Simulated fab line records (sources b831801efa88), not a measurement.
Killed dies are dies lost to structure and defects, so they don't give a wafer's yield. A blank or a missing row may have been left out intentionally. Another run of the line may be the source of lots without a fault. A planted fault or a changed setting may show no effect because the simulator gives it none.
Matching of chambers | flow gf180mcu | cmp-01 running GF_V5_CMP_26: 4 sister chambers
The step polishes, stops on SiO2, t overpolish 15 s, target thk 0 nm. 8 wafers are shown with their chamber, then 8 later ones without.

WAFERS PAIRED WITH THEIR CHAMBERS
wafer  | chamber | motor_current_A (A) | time_to_endpoint_s (s)
L508.6 | 1       | 11.4                | 79
L515.1 | 3       | 11.8                | 89
L515.2 | 2       | 12.3                | 84
L515.3 | 0       | 9.9                 | 82
L520.3 | 0       | 9.7                 | 84
L520.4 | 3       | 11.4                | 87
L520.6 | 1       | 10.7                | 81
L521.2 | 2       | 13.0                | 83

WAFERS MISSING THEIR CHAMBER
wafer  | motor_current_A (A) | time_to_endpoint_s (s)
L521.4 | 11.8                | 89
L521.5 | 11.7                | 88
L522.1 | 11.0                | 83
L522.3 | 12.5                | 83
L522.4 | 12.0                | 88
L523.1 | 10.8                | 86
L523.4 | 12.6                | 83
L523.5 | 10.0                | 81

CHAMBER TAKEN BY EACH
wafer  | from the rows above               | in truth
L521.4 | 3                                 | 3
L521.5 | 3                                 | 3
L522.1 | can't be placed: 1 or 0 or 3 or 2 | 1
L522.3 | 2                                 | 2
L522.4 | 3                                 | 3
L523.1 | can't be placed: 3 or 0           | 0
L523.4 | 2                                 | 2
L523.5 | can't be placed: 0 or 1           | 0
Correct placement for 5 of the 8. From these rows, 3 cannot be placed; in 3 the true chamber is one of the candidates. Placed wrongly: 0.
How it was worked out, from the rows above alone: a wafer's distance from a chamber is the root of the sum, over the readings, of the square of ((its reading less the chamber's mean) divided by the reading's scatter). The wafer belongs to the nearest chamber; if the next one is less than 2 further off, it can't be placed. For every chamber, the mean is computed from those of its wafers that are shown. How the scatter is found: for the shown wafers, subtract from each reading the mean of its chamber, square and add these, divide the total by (wafers less chambers), then take the root.
